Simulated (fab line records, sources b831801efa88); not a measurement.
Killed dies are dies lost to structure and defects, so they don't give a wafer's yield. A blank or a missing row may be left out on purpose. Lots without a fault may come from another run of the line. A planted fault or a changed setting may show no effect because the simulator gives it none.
fab line records | flow gf180mcu | part 1 of 2: steps 1 to 28 of 39
record lots=5 wafers=15 last_day=34
route steps=602 shown PSD@257 NSD@262 SAB@264 SALICIDE@278 CONTACT@287
lots that met no fault: from a run of the same line without faults
start_h: hours from the record's first day to the start of the lot's first wafer shown | wait_h: hours since the lot's step before | " the same as in the row above | L1.1+2: a row that stands for several wafers | - no value, or no start given | * or withheld: withheld | < > ~ a bound
route shown NAME@n: a module of which the file shows steps, and the number in the route of the first | usual: mean/standard deviation of fault-free wafers | same: alike in all rows | chamber/n: place in a boat | sites: the reading at each site | _std_site: their standard deviation | _edge_site: outer sites' mean less inner sites' | radius_mm: how far each site lies from the wafer's centre | mask NAME#n: copy n | behind: the tool/chamber that last shaped the wafer | hold: why the lot was held/for how many hours/how that ended | device: the transistor (n, p or np) that didn't switch | end of line: the same wafers' tests at the end of the route | a step without rows: its recipe alone | killed: dies lost to structure and defects at the first sort, not the wafer's yield | map: a wafer's dies, x killed, . not, _ none there
set.NAME: the setting as run; set.NAME@STEP: as run at that earlier step | model.NAME: the simulator's own value behind a step, which no gauge read
lots at some steps of the route; a table a step, a row a wafer
services: from which hour (start_h, from the record's first day; less than 0 if before it) a tool's chamber was out of use, for how many hours, and why
## steps
# step GF_PSD_IMPLANT_09
# recipe species=BF2 energy_kev=40 dose_cm2=1.5e+15 tilt_deg=7
# same implant_ion_amu=49
# columns lot.wafer tool chamber start_h wait_h
L076.1+4+5 implanter-02 0 327.54 0.0
L087.2+3+6 implanter-02 0 428.33 0.0
L088.1+3+4 implanter-04 0 441.51 0.0
L092.2+4+5 implanter-04 0 469.53 0.0
L097.2+3+6 implanter-04 0 517.97 0.0
# step GF_PSD_STRIP_10
# recipe chemistry=O2/N2 power_w=1400 pressure_mtorr=1500 platen_temp_c=250 o2_flow_sccm=3000 n2_flow_sccm=300 overash_fraction=0.5
# usual drypump_motor_current_A=5.7/0.54 heater_power_w=333/30 oes_product_au=0.592/0.0046 strip_time_to_endpoint_s=16.53/0.036
# columns lot.wafer tool chamber start_h wait_h drypump_motor_current_A heater_power_w oes_product_au rf_hours_counter_h strip_time_to_endpoint_s
L076.1 plasma_asher-04 0 327.69 0.1 6.6 290 0.591 68 16.59
L076.4 " 1 " " 5.5 348 0.592 - 16.59
L076.5 " 0 " " 6.6 296 0.593 - 16.60
L087.2 plasma_asher-03 0 428.46 0.1 5.1 359 0.592 64 16.51
L087.3 " 1 " " 5.2 321 0.588 - 16.52
L087.6 " 1 " " 5.2 330 0.597 - 16.49
L088.1 plasma_asher-03 0 441.66 0.1 5.1 356 0.595 65 16.51
L088.3 " 1 " " 5.2 325 0.597 - 16.55
L088.4 " 0 " " 5.1 356 0.589 - 16.55
L092.2 plasma_asher-03 0 469.66 0.1 5.0 347 0.599 68 16.58
L092.4 " 1 " " 5.2 328 0.597 - 16.53
L092.5 " 0 " " 5.1 355 0.593 - 16.51
L097.2 plasma_asher-04 0 518.09 0.1 6.6 286 0.581 87 16.46
L097.3 " 0 " " 6.5 290 0.594 - 16.49
L097.6 " 1 " " 5.5 359 0.596 - 16.49
# step GF_PSD_TW_MEAS_11
# usual PSD_TW=3203/20
# columns lot.wafer tool chamber start_h wait_h PSD_TW
L076.1 film_metro-04 - 327.79 0.1 3166
L076.4 " - " " 3183
L076.5 " - " " 3175
L087.2 film_metro-04 - 428.57 0.1 3156
L087.3 " - " " 3176
L087.6 " - " " 3172
L088.1 film_metro-01 - 441.76 0.1 3225
L088.3 " - " " 3221
L088.4 " - " " 3212
L092.2 film_metro-02 - 469.77 0.1 3241
L092.4 " - " " 3215
L092.5 " - " " 3240
L097.2 film_metro-04 - 518.20 0.1 3212
L097.3 " - " " 3213
L097.6 " - " " 3204
# step GF_PSD_CLEAN_12
# recipe chemistry=SC1/SC2 mix=1:4:20 temp_c=70 time_s=150 dry=n2_spin
# usual temp_c=70.01/0.13
# columns lot.wafer tool chamber start_h wait_h temp_c
L076.1 wet_bench-01 0 327.85 0.1 70.10
L076.4 " 0 " " 69.97
L076.5 " 0 " " 70.05
L087.2 wet_bench-03 2 428.62 0.0 69.99
L087.3 " 2 " " 70.04
L087.6 " 2 " " 69.96
L088.1 wet_bench-03 1 441.82 0.1 70.14
L088.3 " 1 " " 70.20
L088.4 " 1 " " 70.16
L092.2 wet_bench-04 1 469.82 0.0 69.89
L092.4 " 1 " " 70.15
L092.5 " 1 " " 70.12
L097.2 wet_bench-03 2 518.25 0.0 69.98
L097.3 " 2 " " 69.97
L097.6 " 2 " " 70.12
# step GF_PSD_RTA_13
# recipe temp_c=1025 time_s=20 ambient=N2
# usual lamp_power_pct=34/5.2 wafer_temp_C_max=1028.5/1.3
# columns lot.wafer tool chamber start_h wait_h lamp_power_pct wafer_temp_C_max
L076.1 rtp_anneal-02 0 327.91 0.0 29 1027.6
L076.4 " 0 " " 29 1027.2
L076.5 " 0 " " 29 1027.6
L087.2 rtp_anneal-02 0 428.68 0.0 29 1027.3
L087.3 " 0 " " 29 1027.0
L087.6 " 0 " " 29 1027.3
L088.1 rtp_anneal-01 0 441.87 0.0 39 1031.1
L088.3 " 0 " " 39 1029.6
L088.4 " 0 " " 39 1029.1
L092.2 rtp_anneal-02 0 469.88 0.0 29 1028.0
L092.4 " 0 " " 29 1027.1
L092.5 " 0 " " 29 1028.5
L097.2 rtp_anneal-02 0 518.32 0.0 29 1027.8
L097.3 " 0 " " 29 1027.8
L097.6 " 0 " " 29 1027.6
# step GF_PSD_RS_MEAS_14
# recipe thk_meas_gauge=four-point-probe
# usual NSD_RS=46.13/0.086
# columns lot.wafer tool chamber start_h wait_h NSD_RS[ohm/sq]
L076.1 film_metro-04 - 327.99 0.1 46.02
L076.4 " - " " 46.05
L076.5 " - " " 46.03
L087.2 film_metro-04 - 428.77 0.1 46.07
L087.3 " - " " 46.05
L087.6 " - " " 46.17
L088.1 film_metro-04 - 441.95 0.1 45.97
L088.3 " - " " 46.06
L088.4 " - " " 46.20
L092.2 film_metro-02 - 469.97 0.1 46.20
L092.4 " - " " 46.18
L092.5 " - " " 46.10
L097.2 film_metro-02 - 518.41 0.1 46.19
L097.3 " - " " 46.25
L097.6 " - " " 46.08
# step GF_PSD_RS_MEAS_15
# recipe thk_meas_gauge=four-point-probe
# usual PSD_RS=108.56/0.28
# columns lot.wafer tool chamber start_h wait_h PSD_RS[ohm/sq]
L076.1 film_metro-04 - 328.11 0.1 108.22
L076.4 " - " " 108.11
L076.5 " - " " 108.37
L087.2 film_metro-04 - 428.89 0.1 108.51
L087.3 " - " " 107.95
L087.6 " - " " 108.78
L088.1 film_metro-04 - 442.07 0.1 108.49
L088.3 " - " " 108.73
L088.4 " - " " 108.92
L092.2 film_metro-02 - 470.09 0.1 108.84
L092.4 " - " " 108.94
L092.5 " - " " 108.75
L097.2 film_metro-02 - 518.53 0.1 109.01
L097.3 " - " " 108.81
L097.6 " - " " 108.85
# step GF_SAB_CVD_00
# recipe material=SiO2 target_thk_nm=50 precursor=TEOS temp_c=400 time_s=4.9302 rf_w=600
# usual heater_power_w=699/74
# columns lot.wafer tool chamber start_h wait_h heater_power_w
L076.1 pecvd-02 1 328.23 0.1 633
L076.4 " 2 " " 554
L076.5 " 1 " " 654
L087.2 pecvd-01 1 428.99 0.1 731
L087.3 " 0 " " 692
L087.6 " 2 " " 712
L088.1 pecvd-01 0 442.19 0.1 688
L088.3 " 2 " " 795
L088.4 " 2 " " 813
L092.2 pecvd-02 1 470.19 0.1 718
L092.4 " 0 " " 848
L092.5 " 2 " " 644
L097.2 pecvd-01 2 518.63 0.1 660
L097.3 " 1 " " 826
L097.6 " 1 " " 813
# step GF_SAB_THK_MEAS_01
# recipe reads=SiO2_of_SAB_CVD_00
# usual SAB_CVD_00_THK=49.7/0.72
# columns lot.wafer tool chamber start_h wait_h SAB_CVD_00_THK[nm]
L076.1 film_metro-02 - 328.25 0.0 49.7
L076.4 " - " " 51.4
L076.5 " - " " 51.2
L087.2 film_metro-01 - 429.02 0.0 48.3
L087.3 " - " " 49.7
L087.6 " - " " 49.5
L088.1 film_metro-02 - 442.21 0.0 50.0
L088.3 " - " " 49.2
L088.4 " - " " 49.7
L092.2 film_metro-03 - 470.22 0.0 48.6
L092.4 " - " " 50.3
L092.5 " - " " 50.3
L097.2 film_metro-01 - 518.66 0.0 49.7
L097.3 " - " " 49.6
L097.6 " - " " 49.7
# step GF_SAB_DEHYDRATE_02
# recipe temp_c=200 time_s=60
# columns lot.wafer tool chamber start_h wait_h
L076.1+4+5 litho_track-01 0 338.19 9.9
L087.2+3+6 litho_track-04 0 440.48 11.4
L088.1+3+4 litho_track-01 0 453.39 11.2
L092.2+4+5 litho_track-01 0 482.01 11.8
L097.2+3+6 litho_track-02 0 529.49 10.8
# step GF_SAB_HMDS_03
# recipe prime_time_s=60 prime_temp_c=120
# usual prime_temp_c=119.98/0.14
# columns lot.wafer tool chamber start_h wait_h prime_temp_c
L076.1 litho_track-01 0 338.34 0.1 120.08
L076.4 " 0 " " 120.24
L076.5 " 0 " " 120.05
L087.2 litho_track-04 0 440.63 0.1 120.04
L087.3 " 0 " " 120.03
L087.6 " 0 " " 119.98
L088.1 litho_track-01 0 453.54 0.1 119.81
L088.3 " 0 " " 119.76
L088.4 " 0 " " 120.03
L092.2 litho_track-01 0 482.16 0.1 120.12
L092.4 " 0 " " 120.14
L092.5 " 0 " " 120.03
L097.2 litho_track-02 0 529.64 0.1 119.91
L097.3 " 0 " " 119.84
L097.6 " 0 " " 119.92
# step GF_SAB_COAT_04
# recipe resist=NOVOLAK spin_rpm=3000 resist_thk_nm=1000
# columns lot.wafer tool chamber start_h wait_h
L076.1+4+5 litho_track-01 0 338.49 0.1
L087.2+3+6 litho_track-04 0 440.78 0.1
L088.1+3+4 litho_track-01 0 453.69 0.1
L092.2+4+5 litho_track-01 0 482.31 0.1
L097.2+3+6 litho_track-02 0 529.79 0.1
# step GF_SAB_SOFTBAKE_05
# recipe temp_c=90 time_s=60 resist=NOVOLAK
# columns lot.wafer tool chamber start_h wait_h
L076.1+4+5 litho_track-01 0 338.64 0.1
L087.2+3+6 litho_track-04 0 440.93 0.1
L088.1+3+4 litho_track-01 0 453.84 0.1
L092.2+4+5 litho_track-01 0 482.46 0.1
L097.2+3+6 litho_track-02 0 529.94 0.1
# step GF_SAB_EXPOSE_06
# recipe mask_id=SAB target_cd_nm=420 na=0.6 source_shape=conventional sigma_outer=0.6 dose_mj=140
# same na=0.6
# columns lot.wafer tool chamber start_h wait_h mask
L076.1+4+5 iline_stepper-02 0 - - SAB#0
L087.2+3+6 iline_stepper-02 0 - - SAB#0
L088.1+3+4 iline_stepper-02 0 - - SAB#0
L092.2+4+5 iline_stepper-01 0 - - SAB#0
L097.2+3+6 iline_stepper-01 0 - - SAB#0
# step GF_SAB_PEB_07
# recipe temp_c=withheld time_s=* resist=NOVOLAK
# columns lot.wafer tool chamber start_h wait_h
L076.1+4+5 litho_track-02 0 - -
L087.2+3+6 litho_track-01 0 - -
L088.1+3+4 litho_track-02 0 - -
L092.2+4+5 litho_track-01 0 - -
L097.2+3+6 litho_track-04 0 - -
# step GF_SAB_DEVELOP_08
# recipe develop_time_s=60 dev_temp_c=23
# columns lot.wafer tool chamber start_h wait_h
L076.1+4+5 litho_track-02 0 349.02 0.1
L087.2+3+6 litho_track-01 0 452.56 0.1
L088.1+3+4 litho_track-02 0 464.71 0.1
L092.2+4+5 litho_track-01 0 494.01 0.1
L097.2+3+6 litho_track-04 0 540.42 0.1
# step GF_SAB_CD_MEAS_09
# recipe target_cd_nm=420
# usual cd_nm=420.3/2.7
# columns lot.wafer tool chamber start_h wait_h cd_nm
L076.1 cd_sem-01 - 349.17 0.1 422.8
L076.4 " - " " 419.2
L076.5 " - " " 422.9
L087.2 cd_sem-02 - 452.71 0.1 421.6
L087.3 " - " " 418.9
L087.6 " - " " 421.2
L088.1 cd_sem-02 - 464.86 0.1 424.6
L088.3 " - " " 425.0
L088.4 " - " " 423.1
L092.2 cd_sem-01 - 494.16 0.1 419.4
L092.4 " - " " 418.6
L092.5 " - " " 418.6
L097.2 cd_sem-01 - 540.57 0.1 418.9
L097.3 " - " " 420.8
L097.6 " - " " 418.1
# step GF_SAB_OVL_MEAS_10
# usual SAB_OVL=-0.2/1.3
# columns lot.wafer tool chamber start_h wait_h SAB_OVL[nm]
L076.1 overlay-01 - 349.29 0.1 1.3
L076.4 " - " " 0.0
L076.5 " - " " 0.1
L087.2 overlay-01 - 452.81 0.1 -1.9
L087.3 " - " " -0.8
L087.6 " - " " -1.3
L088.1 overlay-02 - 464.98 0.1 -3.1
L088.3 " - " " -0.8
L088.4 " - " " -0.8
L092.2 overlay-02 - 494.26 0.1 1.8
L092.4 " - " " -0.5
L092.5 " - " " 0.3
L097.2 overlay-02 - 540.68 0.1 -1.4
L097.3 " - " " -2.5
L097.6 " - " " -1.1
# step GF_SAB_ETCH_11
# recipe chemistry=C4F8/O2/Ar mask_material=NOVOLAK target=SiO2 target_depth_nm=55 source_w=1500 bias_w=1200 pressure_mtorr=40 c4f8_flow_sccm=withheld O2_flow_sccm=6 Ar_flow_sccm=300 time_s=8.5
# usual oes_product_au=0.994/0.01
# columns lot.wafer tool chamber start_h wait_h oes_product_au rf_hours_counter_h
L076.1 rie_diel-03 2 349.32 0.0 0.995 22
L076.4 " 3 " " 1.024 82
L076.5 " 1 " " 0.998 -
L087.2 rie_diel-03 3 452.84 0.0 1.016 85
L087.3 " 1 " " 0.995 44
L087.6 " 2 " " 0.987 -
L088.1 rie_diel-04 3 465.02 0.0 0.998 1
L088.3 " 0 " " 0.989 5
L088.4 " 1 " " 1.014 12
L092.2 rie_diel-04 1 494.29 0.0 1.006 13
L092.4 " 0 " " 0.983 -
L092.5 " 1 " " 0.995 -
L097.2 rie_diel-04 2 540.71 0.0 0.986 32
L097.3 " 1 " " 0.997 14
L097.6 " 3 " " 0.990 -
# step GF_SAB_WET_ETCH_12
# recipe chemistry=dHF target_depth_nm=22 dry=n2_spin target=SiO2 temp_c=25 dilution=100:1 time_s=440
# usual temp_c=25.01/0.091
# columns lot.wafer tool chamber start_h wait_h temp_c
L076.1 wet_bench-01 3 349.34 0.0 25.05
L076.4 " 3 " " 24.90
L076.5 " 3 " " 25.06
L087.2 wet_bench-03 0 452.86 0.0 25.06
L087.3 " 0 " " 25.03
L087.6 " 0 " " 25.20
L088.1 wet_bench-02 3 465.04 0.0 24.78
L088.3 " 3 " " 25.01
L088.4 " 3 " " 24.90
L092.2 wet_bench-02 1 494.31 0.0 24.94
L092.4 " 1 " " 25.16
L092.5 " 1 " " 24.97
L097.2 wet_bench-01 3 540.73 0.0 25.05
L097.3 " 3 " " 24.90
L097.6 " 3 " " 24.92
# step GF_SAB_STRIP_13
# recipe chemistry=O2/N2 power_w=1400 pressure_mtorr=1500 platen_temp_c=250 o2_flow_sccm=3000 n2_flow_sccm=300 overash_fraction=0.5
# usual drypump_motor_current_A=5.8/0.52 heater_power_w=340/42 oes_product_au=0.710/0.0046 strip_time_to_endpoint_s=12.62/0.036
# columns lot.wafer tool chamber start_h wait_h drypump_motor_current_A heater_power_w oes_product_au rf_hours_counter_h strip_time_to_endpoint_s
L076.1 plasma_asher-04 0 349.49 0.0 6.6 292 0.710 71 12.70
L076.4 " 0 " " 6.6 292 0.709 - 12.64
L076.5 " 1 " " 5.5 349 0.714 - 12.63
L087.2 plasma_asher-02 0 452.99 0.0 5.5 335 0.710 34 12.68
L087.3 " 1 " " 5.7 416 0.711 - 12.67
L087.6 " 0 " " 5.4 322 0.702 - 12.69
L088.1 plasma_asher-04 1 465.18 0.0 5.5 357 0.713 83 12.56
L088.3 " 1 " " 5.5 356 0.706 - 12.58
L088.4 " 0 " " 6.6 290 0.706 - 12.58
L092.2 plasma_asher-04 0 494.44 0.0 6.6 289 0.719 85 12.60
L092.4 " 1 " " 5.5 351 0.708 - 12.55
L092.5 " 1 " " 5.5 357 0.710 - 12.60
L097.2 plasma_asher-02 1 540.86 0.0 5.7 420 0.708 44 12.64
L097.3 " 1 " " 5.7 428 0.712 - 12.67
L097.6 " 1 " " 5.7 432 0.714 - 12.68
# step GF_SALICIDE_CLEAN_00
# recipe chemistry=SC1/SC2 mix=1:4:20 temp_c=70 time_s=150
# usual temp_c=70.00/0.14
# columns lot.wafer tool chamber start_h wait_h temp_c
L076.1 wet_bench-03 1 349.59 0.1 70.09
L076.4 " 1 " " 70.02
L076.5 " 1 " " 70.04
L087.2 wet_bench-04 2 453.09 0.1 69.95
L087.3 " 2 " " 70.12
L087.6 " 2 " " 69.91
L088.1 wet_bench-04 1 465.28 0.1 69.78
L088.3 " 1 " " 69.99
L088.4 " 1 " " 70.04
L092.2 wet_bench-02 2 494.54 0.1 69.90
L092.4 " 2 " " 69.95
L092.5 " 2 " " 69.98
L097.2 wet_bench-04 2 540.96 0.1 70.08
L097.3 " 2 " " 70.20
L097.6 " 2 " " 70.20
# step GF_SALICIDE_WET_ETCH_01
# recipe chemistry=dHF target_depth_nm=5 dry=ipa_marangoni target=SiO2 temp_c=25 dilution=100:1 time_s=100
# usual temp_c=25.01/0.1
# columns lot.wafer tool chamber start_h wait_h temp_c
L076.1 wet_bench-02 2 349.64 0.0 25.11
L076.4 " 2 " " 25.13
L076.5 " 2 " " 24.99
L087.2 wet_bench-02 2 453.14 0.0 24.82
L087.3 " 2 " " 25.07
L087.6 " 2 " " 24.91
L088.1 wet_bench-02 2 465.33 0.0 24.91
L088.3 " 2 " " 24.97
L088.4 " 2 " " 24.88
L092.2 wet_bench-02 1 494.59 0.0 25.21
L092.4 " 1 " " 25.06
L092.5 " 1 " " 25.10
L097.2 wet_bench-02 3 541.01 0.0 25.09
L097.3 " 3 " " 25.08
L097.6 " 3 " " 25.08
# step GF_SALICIDE_SPUTTER_02
# recipe material=Co target_thk_nm=10 power_w=1000 time_s=20 chamber_pressure_pa=0.4
# usual throttle_valve_pct=29.7/1
# columns lot.wafer tool chamber start_h wait_h throttle_valve_pct
L076.1 pvd_sputter-04 - 349.67 0.0 29.1
L076.4 " - " " 29.3
L076.5 " - " " 30.9
L087.2 pvd_sputter-02 - 453.18 0.0 30.9
L087.3 " - " " 28.8
L087.6 " - " " 30.9
L088.1 pvd_sputter-02 - 465.37 0.0 28.0
L088.3 " - " " 29.2
L088.4 " - " " 31.1
L092.2 pvd_sputter-02 - 494.63 0.0 27.8
L092.4 " - " " 30.5
L092.5 " - " " 28.1
L097.2 pvd_sputter-01 - 541.04 0.0 28.7
L097.3 " - " " 30.8
L097.6 " - " " 28.9
# step GF_SALICIDE_SPUTTER_03
# recipe material=TiN target_thk_nm=20 power_w=6500 time_s=16.7 chamber_pressure_pa=0.4
# usual throttle_valve_pct=29.7/0.99
# columns lot.wafer tool chamber start_h wait_h throttle_valve_pct
L076.1 pvd_sputter-04 - 349.70 0.0 29.2
L076.4 " - " " 29.3
L076.5 " - " " 30.8
L087.2 pvd_sputter-02 - 453.21 0.0 31.0
L087.3 " - " " 28.8
L087.6 " - " " 31.0
L088.1 pvd_sputter-02 - 465.40 0.0 28.1
L088.3 " - " " 29.0
L088.4 " - " " 30.7
L092.2 pvd_sputter-02 - 494.66 0.0 28.0
L092.4 " - " " 30.3
L092.5 " - " " 27.8
L097.2 pvd_sputter-01 - 541.07 0.0 28.9
L097.3 " - " " 30.8
L097.6 " - " " 29.0
# step GF_SALICIDE_RS_MEAS_04
# recipe thk_meas_gauge=four-point-probe reads=TiN_of_SALICIDE_SPUTTER_03+Co_of_SALICIDE_SPUTTER_02
# usual SALICIDE_TIN_RS=16.4/0.39
# columns lot.wafer tool chamber start_h wait_h SALICIDE_TIN_RS[ohm/sq]
L076.1 film_metro-02 - 349.73 0.0 16.1
L076.4 " - " " 15.9
L076.5 " - " " 15.7
L087.2 film_metro-04 - 453.25 0.0 16.9
L087.3 " - " " 16.9
L087.6 " - " " 17.1
L088.1 film_metro-04 - 465.43 0.0 16.1
L088.3 " - " " 16.6
L088.4 " - " " 16.9
L092.2 film_metro-02 - 494.70 0.0 16.9
L092.4 " - " " 16.6
L092.5 " - " " 17.0
L097.2 film_metro-04 - 541.12 0.0 15.8
L097.3 " - " " 16.8
L097.6 " - " " 15.8
# step GF_SALICIDE_THK_MEAS_05
# recipe thk_meas_gauge=xrf reads=TiN_of_SALICIDE_SPUTTER_03
# usual SALICIDE_TIN_THK=19.8/0.33
# columns lot.wafer tool chamber start_h wait_h SALICIDE_TIN_THK[nm]
L076.1 film_metro-02 - 349.85 0.1 20.1
L076.4 " - " " 20.1
L076.5 " - " " 20.4
L087.2 film_metro-04 - 453.36 0.1 19.9
L087.3 " - " " 19.8
L087.6 " - " " 19.9
L088.1 film_metro-04 - 465.55 0.1 19.3
L088.3 " - " " 19.5
L088.4 " - " " 19.8
L092.2 film_metro-02 - 494.81 0.1 19.1
L092.4 " - " " 19.4
L092.5 " - " " 19.3
L097.2 film_metro-04 - 541.23 0.1 19.9
L097.3 " - " " 19.6
L097.6 " - " " 19.9
# step GF_SALICIDE_RTA_06
# recipe temp_c=530 time_s=30 ambient=N2
# usual lamp_power_pct=5.8/0.86 wafer_temp_C_max=531.6/0.59
# columns lot.wafer tool chamber start_h wait_h lamp_power_pct wafer_temp_C_max
L076.1 rtp_anneal-02 0 349.91 0.1 5.3 531.1
L076.4 " 0 " " 5.2 531.6
L076.5 " 0 " " 5.3 531.4
L087.2 rtp_anneal-01 0 453.43 0.1 7.1 531.4
L087.3 " 0 " " 7.1 532.3
L087.6 " 0 " " 7.1 531.9
L088.1 rtp_anneal-01 0 465.61 0.1 7.1 531.7
L088.3 " 0 " " 7.1 532.0
L088.4 " 0 " " 7.1 531.8
L092.2 rtp_anneal-01 0 494.88 0.1 7.1 531.8
L092.4 " 0 " " 7.1 531.9
L092.5 " 0 " " 7.1 532.1
L097.2 rtp_anneal-02 0 541.29 0.1 5.2 531.5
L097.3 " 0 " " 5.3 531.4
L097.6 " 0 " " 5.2 531.7
